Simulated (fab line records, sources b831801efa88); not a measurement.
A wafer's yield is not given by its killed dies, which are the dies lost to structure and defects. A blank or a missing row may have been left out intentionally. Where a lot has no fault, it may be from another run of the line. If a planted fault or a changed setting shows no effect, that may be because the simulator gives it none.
fab line records + flow gf180mcu + part 2 of 2: steps 33 to 41 of 41
[record]
- lots = 5
- wafers = 15
- last-day = 33
route steps=602 shown NSD@244 PSD@248 SAB@264 SALICIDE@278
lots with no fault: from the same line, run without faults
start-h: hours from the record's first day to the start of the lot's first wafer shown + wait-h: hours since the lot's step before + " the same as in the row above + L1.1+2: one row covering several wafers at once + - no value present, or no start provided + * or withheld: withheld + < > ~ a bound
route shown NAME@n: names a module that has steps shown in the file, with the first one's number in the route + usual: mean/standard deviation taken from wafers without a fault + same: alike in all rows + chamber/n: place in a boat + sites: per-site readings + _std_site: their standard deviation + _edge_site: the outer-site mean with the inner-site mean subtracted + radius-mm: how far each site lies from the wafer's centre + mask NAME#n: copy n + behind: the tool/chamber that last shaped the wafer + hold: why the lot went on hold/how many hours it stayed there/how the hold came to an end + device: the transistor (n, p or np) that didn't switch + end of line: the route-end tests of the same wafers + a step given without rows: its recipe and nothing more + killed: the dies lost at the first sort to structure and to defects; this is not the yield of the wafer + map: the dies of a wafer, with x for killed, . for not killed, _ for no die there
set.NAME: the run value of the setting; set.NAME@STEP: its run value at that earlier step + model.NAME: the simulator's own value behind a step, which no gauge read
a table for each step, a row for each wafer; lots at some steps of the route
services: the hour from which a tool's chamber was out of use, counted from the record's first day as start-h (under 0 if before that day), plus the number of hours and why
[[steps]]
[step GF_SAB_WET_ETCH_12]
[recipe]
- chemistry = dHF
- target-depth-nm = 22
- dry = n2-spin
- target = SiO2
- temp-c = 25
- dilution = 100:1
- time-s = 440
[same]
- time-s = 440
| lot.wafer  | tool         | chamber | start-h | wait-h |
|------------|--------------|---------|---------|--------|
| L078.2+3+4 | wet-bench-03 | 0       | 371.56  | 0.0    |
| L085.1+2+3 | wet-bench-04 | 0       | 437.11  | 0.0    |
| L087.2+4+5 | wet-bench-02 | 0       | 455.01  | 0.0    |
| L093.1+2+6 | wet-bench-02 | 1       | 503.07  | 0.0    |
| L094.2+3+6 | wet-bench-04 | 1       | 507.86  | 0.0    |
[step GF_SAB_STRIP_13]
[recipe]
- chemistry = O2/N2
- power-w = 1400
- pressure-mtorr = 1500
- platen-temp-c = 250
- o2-flow-sccm = 3000
- n2-flow-sccm = 300
- overash-fraction = 0.5
[usual]
- drypump-motor-current-A = 5.7/0.54
- heater-power-w = 313/37
- oes-product-au = 0.710/0.0046
- strip-time-to-endpoint-s = 12.61/0.031
| lot.wafer | tool            | chamber | start-h | wait-h | drypump-motor-current-A | heater-power-w | oes-product-au | rf-hours-counter-h | strip-time-to-endpoint-s |
|-----------|-----------------|---------|---------|--------|-------------------------|----------------|----------------|--------------------|--------------------------|
| L078.2    | plasma-asher-01 | 1       | 371.69  | 0.0    | 5.0                     | 340            | 0.715          | 26                 | 12.61                    |
| L078.3    | "               | 0       | "       | "      | 5.5                     | 273            | 0.718          | -                  | 12.59                    |
| L078.4    | "               | 1       | "       | "      | 5.0                     | 345            | 0.709          | -                  | 12.60                    |
| L085.1    | plasma-asher-03 | 1       | 437.25  | 0.0    | 6.5                     | 369            | 0.713          | 80                 | 12.67                    |
| L085.2    | "               | 0       | "       | "      | 6.2                     | 248            | 0.712          | 80                 | 12.64                    |
| L085.3    | "               | 1       | "       | "      | 6.5                     | 366            | 0.704          | -                  | 12.67                    |
| L087.2    | plasma-asher-03 | 1       | 455.14  | 0.0    | 6.5                     | 373            | 0.706          | 82                 | 12.56                    |
| L087.4    | "               | 0       | "       | "      | 6.2                     | 248            | 0.706          | -                  | 12.60                    |
| L087.5    | "               | 0       | "       | "      | 6.2                     | 251            | 0.705          | -                  | 12.60                    |
| L093.1    | plasma-asher-01 | 1       | 503.20  | 0.0    | 5.0                     | 341            | 0.705          | 40                 | 12.57                    |
| L093.2    | "               | 0       | "       | "      | 5.6                     | 288            | 0.713          | 40                 | 12.62                    |
| L093.6    | "               | 0       | "       | "      | 5.5                     | 282            | 0.704          | -                  | 12.55                    |
| L094.2    | plasma-asher-01 | 1       | 507.99  | 0.0    | 5.0                     | 345            | 0.705          | 40                 | 12.64                    |
| L094.3    | "               | 1       | "       | "      | 5.1                     | 349            | 0.713          | -                  | 12.67                    |
| L094.6    | "               | 1       | "       | "      | 5.0                     | 346            | 0.702          | -                  | 12.64                    |
[step GF_SALICIDE_CLEAN_00]
[recipe]
- chemistry = SC1/SC2
- mix = 1:4:20
- temp-c = 70
- time-s = 150
[same]
- time-s = 150
| lot.wafer  | tool         | chamber | start-h | wait-h |
|------------|--------------|---------|---------|--------|
| L078.2+3+4 | wet-bench-03 | 0       | 371.79  | 0.1    |
| L085.1+2+3 | wet-bench-04 | 1       | 437.35  | 0.1    |
| L087.2+4+5 | wet-bench-03 | 1       | 455.24  | 0.1    |
| L093.1+2+6 | wet-bench-03 | 2       | 503.30  | 0.1    |
| L094.2+3+6 | wet-bench-03 | 3       | 508.09  | 0.1    |
[step GF_SALICIDE_WET_ETCH_01]
[recipe]
- chemistry = dHF
- target-depth-nm = 5
- dry = ipa-marangoni
- target = SiO2
- temp-c = 25
- dilution = 100:1
- time-s = 100
[same]
- time-s = 100
| lot.wafer  | tool         | chamber | start-h | wait-h |
|------------|--------------|---------|---------|--------|
| L078.2+3+4 | wet-bench-01 | 0       | 371.84  | 0.0    |
| L085.1+2+3 | wet-bench-03 | 3       | 437.41  | 0.0    |
| L087.2+4+5 | wet-bench-01 | 2       | 455.29  | 0.0    |
| L093.1+2+6 | wet-bench-04 | 0       | 503.35  | 0.0    |
| L094.2+3+6 | wet-bench-04 | 1       | 508.14  | 0.0    |
[step GF_SALICIDE_SPUTTER_02]
[recipe]
- material = Co
- target-thk-nm = 10
- power-w = 1000
- time-s = 20
- chamber-pressure-pa = 0.4
[usual]
- throttle-valve-pct = 30.3/0.62
[same]
- time-s = 20
| lot.wafer | tool           | chamber | start-h | wait-h | throttle-valve-pct |
|-----------|----------------|---------|---------|--------|--------------------|
| L078.2    | pvd-sputter-02 | -       | 371.88  | 0.0    | 30.6               |
| L078.3    | "              | -       | "       | "      | 30.8               |
| L078.4    | "              | -       | "       | "      | 30.6               |
| L085.1    | pvd-sputter-03 | -       | 437.44  | 0.0    | 29.5               |
| L085.2    | "              | -       | "       | "      | 31.0               |
| L085.3    | "              | -       | "       | "      | 31.5               |
| L087.2    | pvd-sputter-01 | -       | 455.33  | 0.0    | 29.7               |
| L087.4    | "              | -       | "       | "      | 29.4               |
| L087.5    | "              | -       | "       | "      | 29.9               |
| L093.1    | pvd-sputter-01 | -       | 503.38  | 0.0    | 29.8               |
| L093.2    | "              | -       | "       | "      | 30.3               |
| L093.6    | "              | -       | "       | "      | 30.5               |
| L094.2    | pvd-sputter-03 | -       | 508.18  | 0.0    | 29.3               |
| L094.3    | "              | -       | "       | "      | 31.2               |
| L094.6    | "              | -       | "       | "      | 31.0               |
[step GF_SALICIDE_SPUTTER_03]
[recipe]
- material = TiN
- target-thk-nm = 20
- power-w = 6500
- time-s = 16.7
- chamber-pressure-pa = 0.4
[usual]
- throttle-valve-pct = 30.3/0.64
[same]
- time-s = 16.7
| lot.wafer | tool           | chamber | start-h | wait-h | throttle-valve-pct |
|-----------|----------------|---------|---------|--------|--------------------|
| L078.2    | pvd-sputter-02 | -       | 371.90  | 0.0    | 30.4               |
| L078.3    | "              | -       | "       | "      | 30.8               |
| L078.4    | "              | -       | "       | "      | 30.9               |
| L085.1    | pvd-sputter-03 | -       | 437.47  | 0.0    | 29.3               |
| L085.2    | "              | -       | "       | "      | 31.1               |
| L085.3    | "              | -       | "       | "      | 31.8               |
| L087.2    | pvd-sputter-01 | -       | 455.35  | 0.0    | 29.8               |
| L087.4    | "              | -       | "       | "      | 29.0               |
| L087.5    | "              | -       | "       | "      | 29.7               |
| L093.1    | pvd-sputter-01 | -       | 503.41  | 0.0    | 29.9               |
| L093.2    | "              | -       | "       | "      | 30.0               |
| L093.6    | "              | -       | "       | "      | 30.2               |
| L094.2    | pvd-sputter-03 | -       | 508.21  | 0.0    | 29.1               |
| L094.3    | "              | -       | "       | "      | 30.8               |
| L094.6    | "              | -       | "       | "      | 31.1               |
[step GF_SALICIDE_RS_MEAS_04]
[recipe]
- thk-meas-gauge = four-point-probe
- reads = TiN_of_SALICIDE_SPUTTER_03+Co_of_SALICIDE_SPUTTER_02
[usual]
- SALICIDE_TIN_RS = 16.38/0.27
| lot.wafer | tool          | chamber | start-h | wait-h | SALICIDE_TIN_RS[ohm/sq] |
|-----------|---------------|---------|---------|--------|-------------------------|
| L078.2    | film-metro-01 | -       | 371.95  | 0.0    | 15.95                   |
| L078.3    | "             | -       | "       | "      | 16.24                   |
| L078.4    | "             | -       | "       | "      | 16.12                   |
| L085.1    | film-metro-01 | -       | 437.50  | 0.0    | 16.22                   |
| L085.2    | "             | -       | "       | "      | 16.14                   |
| L085.3    | "             | -       | "       | "      | 16.69                   |
| L087.2    | film-metro-04 | -       | 455.40  | 0.0    | 16.08                   |
| L087.4    | "             | -       | "       | "      | 16.15                   |
| L087.5    | "             | -       | "       | "      | 16.00                   |
| L093.1    | film-metro-04 | -       | 503.44  | 0.0    | 15.99                   |
| L093.2    | "             | -       | "       | "      | 16.41                   |
| L093.6    | "             | -       | "       | "      | 16.43                   |
| L094.2    | film-metro-04 | -       | 508.25  | 0.0    | 16.04                   |
| L094.3    | "             | -       | "       | "      | 15.90                   |
| L094.6    | "             | -       | "       | "      | 15.79                   |
[step GF_SALICIDE_THK_MEAS_05]
[recipe]
- thk-meas-gauge = xrf
- reads = TiN_of_SALICIDE_SPUTTER_03
[usual]
- SALICIDE_TIN_THK = 20.14/0.29
| lot.wafer | tool          | chamber | start-h | wait-h | SALICIDE_TIN_THK[nm] |
|-----------|---------------|---------|---------|--------|----------------------|
| L078.2    | film-metro-01 | -       | 372.06  | 0.1    | 19.94                |
| L078.3    | "             | -       | "       | "      | 20.13                |
| L078.4    | "             | -       | "       | "      | 20.14                |
| L085.1    | film-metro-01 | -       | 437.62  | 0.1    | 20.07                |
| L085.2    | "             | -       | "       | "      | 20.18                |
| L085.3    | "             | -       | "       | "      | 19.94                |
| L087.2    | film-metro-04 | -       | 455.51  | 0.1    | 20.07                |
| L087.4    | "             | -       | "       | "      | 19.99                |
| L087.5    | "             | -       | "       | "      | 20.25                |
| L093.1    | film-metro-04 | -       | 503.56  | 0.1    | 20.37                |
| L093.2    | "             | -       | "       | "      | 20.16                |
| L093.6    | "             | -       | "       | "      | 20.28                |
| L094.2    | film-metro-04 | -       | 508.36  | 0.1    | 20.23                |
| L094.3    | "             | -       | "       | "      | 20.39                |
| L094.6    | "             | -       | "       | "      | 20.44                |
[step GF_SALICIDE_RTA_06]
[recipe]
- temp-c = 530
- time-s = 30
- ambient = N2
[usual]
- anneal-temp-c-max = 533.1/1.2
- lamp-power-pct = 6.0/0.33
- wafer_temp_C_max = 532.6/0.86
[same]
- time-s = 30
| lot.wafer | tool          | chamber | start-h | wait-h | anneal-temp-c-max | lamp-power-pct | wafer_temp_C_max |
|-----------|---------------|---------|---------|--------|-------------------|----------------|------------------|
| L078.2    | rtp-anneal-02 | 0       | 372.13  | 0.1    | 531.9             | 5.7            | 532.9            |
| L078.3    | "             | 0       | "       | "      | 531.9             | 5.7            | 533.8            |
| L078.4    | "             | 0       | "       | "      | 531.4             | 5.7            | 533.3            |
| L085.1    | rtp-anneal-02 | 0       | 437.68  | 0.1    | 533.3             | 5.7            | 534.7            |
| L085.2    | "             | 0       | "       | "      | 532.9             | 5.7            | 534.9            |
| L085.3    | "             | 0       | "       | "      | 532.0             | 5.7            | 533.0            |
| L087.2    | rtp-anneal-01 | 0       | 455.58  | 0.1    | 535.0             | 6.4            | 531.6            |
| L087.4    | "             | 0       | "       | "      | 533.9             | 6.4            | 531.5            |
| L087.5    | "             | 0       | "       | "      | 533.8             | 6.4            | 531.6            |
| L093.1    | rtp-anneal-02 | 0       | 503.62  | 0.1    | 531.6             | 5.7            | 532.9            |
| L093.2    | "             | 0       | "       | "      | 532.1             | 5.7            | 533.8            |
| L093.6    | "             | 0       | "       | "      | 531.8             | 5.7            | 531.9            |
| L094.2    | rtp-anneal-02 | 0       | 508.43  | 0.1    | 532.5             | 5.7            | 533.3            |
| L094.3    | "             | 0       | "       | "      | 532.0             | 5.7            | 533.8            |
| L094.6    | "             | 0       | "       | "      | 532.2             | 5.7            | 533.1            |
[[services]]
| tool             | chamber | start-h | hours | kind   |
|------------------|---------|---------|-------|--------|
| implanter-03     | -       | 316.50  | 2.7   | repair |
| implanter-03     | -       | 321.03  | 4.9   | pm     |
| implanter-03     | -       | 325.96  | 5.6   | pm     |
| iline-stepper-02 | -       | 329.34  | 4.4   | pm     |
| implanter-03     | -       | 351.90  | 5.6   | repair |
| plasma-asher-02  | -       | 354.23  | 7.2   | repair |
| plasma-asher-02  | -       | 358.45  | 2.1   | repair |
| plasma-asher-01  | -       | 377.05  | 1.8   | repair |
| pvd-sputter-01   | -       | 387.58  | 1.8   | repair |
| plasma-asher-04  | -       | 387.77  | 1.3   | repair |
| plasma-asher-04  | -       | 398.89  | 15.6  | pm     |
| wet-bench-04     | -       | 401.27  | 1.4   | repair |
| rtp-anneal-01    | -       | 404.01  | 3.9   | pm     |
| plasma-asher-02  | -       | 421.25  | 9.0   | pm     |
| implanter-02     | -       | 422.42  | 2.4   | repair |
| implanter-03     | -       | 427.28  | 4.8   | repair |
| implanter-02     | -       | 439.46  | 84.0  | pm     |
| iline-stepper-01 | -       | 442.03  | 1.7   | pm     |
| pecvd-01         | -       | 443.72  | 0.8   | pm     |
| plasma-asher-01  | -       | 457.79  | 2.6   | repair |
| plasma-asher-02  | -       | 462.11  | 11.8  | repair |
| iline-stepper-01 | -       | 468.62  | 2.1   | pm     |
| iline-stepper-02 | -       | 482.45  | 1.7   | pm     |
| wet-bench-04     | -       | 495.25  | 5.4   | repair |
